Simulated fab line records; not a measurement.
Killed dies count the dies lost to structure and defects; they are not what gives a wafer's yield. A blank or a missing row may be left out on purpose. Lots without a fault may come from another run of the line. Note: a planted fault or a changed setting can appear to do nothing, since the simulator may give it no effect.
The tool behind it: which one?    flow gf180mcu    13 lots, 39 wafers sampled, at 5 steps of a route of 602

== WHAT EACH GAUGE READ, for each wafer ==
GF_MVSD_TW_MEAS_11.
lot   measured     on             MVSD_TW
L300  day 4 09:53  film metro-02  1571 1577 1572
L301  day 4 16:10  film metro-04  1596 1600 1588
L304  day 5 09:07  film metro-01  1582 1571 1570
L305  day 5 14:47  film metro-02  1577 1577 1586
L306  day 5 21:38  film metro-01  1576 1572 1577
L308  day 6 11:15  film metro-01  1587 1581 1585
L309  day 6 16:27  film metro-02  1555 1549 1554
L310  day 6 22:40  film metro-04  1585 1595 1592
L311  day 7 02:50  film metro-02  1555 1555 1552
L312  day 7 08:25  film metro-01  1579 1566 1568
L314  day 7 21:50  film metro-02  1562 1554 1561
L315  day 8 03:07  film metro-04  1595 1597 1603
L322  day 9 15:59  film metro-04  1602 1597 1598

GF_MVPSD_OVL_MEAS_07.
lot   measured      on          MVPSD_OVL (nm)
L300  day 4 23:46   overlay-01  -1.7 -2.6 -2.8
L301  day 5 06:25   overlay-01  -0.6 1.4 0.2
L304  day 5 23:27   overlay-02  1.1 -0.1 1.3
L305  day 6 05:46   overlay-02  -0.2 0.5 1.1
L306  day 6 12:25   overlay-02  0.4 1.4 0.6
L308  day 7 02:30   overlay-02  0.4 3.4 1.5
L309  day 7 07:40   overlay-02  -1.8 0.3 -1.3
L310  day 7 14:04   overlay-02  0.6 -0.4 -0.4
L311  day 7 18:30   overlay-01  1.5 0.5 1.4
L312  day 8 00:39   overlay-01  -2.4 -0.2 -1.1
L314  day 8 13:06   overlay-01  0.6 1.0 0.1
L315  day 8 19:13   overlay-02  -1.4 -1.5 -0.9
L322  day 10 09:18  overlay-02  0.0 0.6 -1.7

GF_VT_IMPLANT_RS_MEAS_47: measurement is done with a four-point probe.
lot   measured      on             NWELL_RS (ohm/sq)
L300  day 7 12:32   film metro-01  489.8 489.4 489.4
L301  day 7 19:55   film metro-01  489.1 487.9 489.0
L304  day 8 14:55   film metro-01  488.3 488.6 488.7
L305  day 8 21:10   film metro-01  490.0 490.2 489.8
L306  day 9 05:05   film metro-02  486.9 487.2 488.3
L308  day 9 21:14   film metro-02  487.0 488.3 488.8
L309  day 10 03:21  film metro-04  487.2 487.7 488.3
L310  day 10 09:38  film metro-04  487.4 487.2 488.8
L311  day 10 14:34  film metro-01  488.3 489.1 489.6
L312  day 10 22:34  film metro-02  487.8 487.8 487.5
L314  day 11 13:14  film metro-04  489.3 486.7 489.5
L315  day 11 19:49  film metro-02  481.0 481.7 481.6
L322  day 13 15:31  film metro-04  481.7 481.7 482.0

== WHAT TOOL EACH LOT RAN ON (gives the tool, then ch and the chambers of the sampled wafers, and finally the start) ==
lot   GF_NWELL_IMPLANT_09             GF_VT_IMPLANT_STRIP_20
L300  implanter-03 ch 0, day 3 07:10  plasma asher-03 ch 0,1, day 6 05:11
L301  implanter-03 ch 0, day 3 13:02  plasma asher-04 ch 0,1, day 6 11:53
L304  implanter-03 ch 0, day 4 04:41  plasma asher-04 ch 0,1, day 7 07:05
L305  implanter-01 ch 0, day 4 09:35  plasma asher-01 ch 0,1, day 7 13:14
L306  implanter-03 ch 0, day 4 16:09  plasma asher-04 ch 0,1, day 7 19:47
L308  implanter-03 ch 0, day 5 05:04  plasma asher-03 ch 0,1, day 8 10:56
L309  implanter-01 ch 0, day 5 09:14  plasma asher-03 ch 0,1, day 8 15:46
L310  implanter-01 ch 0, day 5 15:15  plasma asher-03 ch 0, day 8 22:17
L311  implanter-01 ch 0, day 5 19:11  plasma asher-03 ch 0,1, day 9 02:44
L312  implanter-03 ch 0, day 6 01:26  plasma asher-04 ch 0,1, day 9 10:11
L314  implanter-01 ch 0, day 6 14:00  plasma asher-01 ch 0,1, day 9 23:41
L315  implanter-01 ch 0, day 6 18:26  plasma asher-01 ch 0,1, day 10 06:11
L322  implanter-01 ch 0, day 8 06:32  plasma asher-03 ch 0,1, day 11 23:23
- GF_NWELL_IMPLANT_09
- GF_VT_IMPLANT_STRIP_20: strips in O2/N2.

== AS READ BY THE TOOLS THEMSELVES (means over the sampled wafers that have a number; for cases with no such wafer, the mark the record gives instead) ==
GF_NWELL_IMPLANT_09.
lot   tool          dose ions cm2  faraday current uA
L300  implanter-03  4e+12          22.5
L301  implanter-03  4e+12          22.5
L304  implanter-03  4e+12          22.1
L305  implanter-01  4e+12          22.5
L306  implanter-03  4e+12          22.5
L308  implanter-03  4e+12          22.2
L309  implanter-01  4e+12          22.7
L310  implanter-01  4e+12          22.8
L311  implanter-01  4e+12          21.9
L312  implanter-03  4e+12          22.5
L314  implanter-01  4e+12          22.5
L315  implanter-01  4e+12          23.8
L322  implanter-01  4e+12          24.8

GF_VT_IMPLANT_STRIP_20.
lot   tool             drypump motor current A (A)  heater power w (W)  oes product au (a.u.)  platen temp c (C)  strip time to endpoint s (s)
L300  plasma asher-03  5.6                          310                 0.716                  249.90             12.660
L301  plasma asher-04  5.6                          362                 0.717                  249.96             12.646
L304  plasma asher-04  5.6                          339                 0.716                  250.00             12.629
L305  plasma asher-01  5.4                          349                 0.719                  250.00             12.593
L306  plasma asher-04  5.6                          345                 0.718                  250.04             12.611
L308  plasma asher-03  5.6                          314                 0.718                  249.98             12.572
L309  plasma asher-03  5.6                          309                 0.716                  250.10             12.588
L310  plasma asher-03  5.4                          297                 0.714                  250.00             12.607
L311  plasma asher-03  5.6                          311                 0.713                  249.84             12.623
L312  plasma asher-04  5.6                          344                 0.713                  250.15             12.644
L314  plasma asher-01  5.1                          341                 0.714                  249.80             12.608
L315  plasma asher-01  5.1                          339                 0.720                  250.00             12.655
L322  plasma asher-03  5.9                          320                 0.717                  250.04             12.628

== THE ANSWER, worked out from the rows above alone ==
Rule: what is usual is taken from the lots themselves. The widest of any qualifying gaps counts: lots, ordered by their means at a reading, are off when they make up no more than a third of the lots, leave a main group of 4 or more, and stand apart from it by 3 or more times the standard deviation of that group's means. A main group whose means are all the same, to the digits that the tables above print for the reading, isn't used. Also off: a lot with no number at a reading for which 4 or more lots have one. The other lots that the step has rows for count as sound. Order of review: gauges by route order, followed by the tools' own readings, for which a lot's mean as printed above is used. At the first step where some lot is off, the reading lying furthest off is the one used; lots without a number count as furthest.
Off: L315, L322, at GF_VT_IMPLANT_RS_MEAS_47 (NWELL_RS). Main group: mean 488.5 ohm/sq, sd 0.77.
If a tool, at a process step before that reading, ran all the lots that are off and no sound lot after the first of them, it fits. Not tried: the gauges at GF_VT_IMPLANT_RS_MEAS_47; whatever is off there is also off at GF_NWELL_IMPLANT_09, on other tools, and gauge error can't account for it. One fits: implanter-01 at GF_NWELL_IMPLANT_09. Its last sound lot is L314 (day 6 14:00), its first lot that is off L315 (day 6 18:26): a fault that began between those two fits.
The tool's own readings at GF_NWELL_IMPLANT_09 bear it out: on the lots that are off they differ by more than 5 times the standard deviation of the sound lots' means. faraday current uA reads 24.3 there against 22.4 on the sound lots.

== WHAT THE SIMULATOR HAD INSERTED ==
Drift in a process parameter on implanter-01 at GF_NWELL_IMPLANT_09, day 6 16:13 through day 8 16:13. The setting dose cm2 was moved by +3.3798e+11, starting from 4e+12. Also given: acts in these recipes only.
Struck lots among those shown: L315, L322. The rule above found the same.
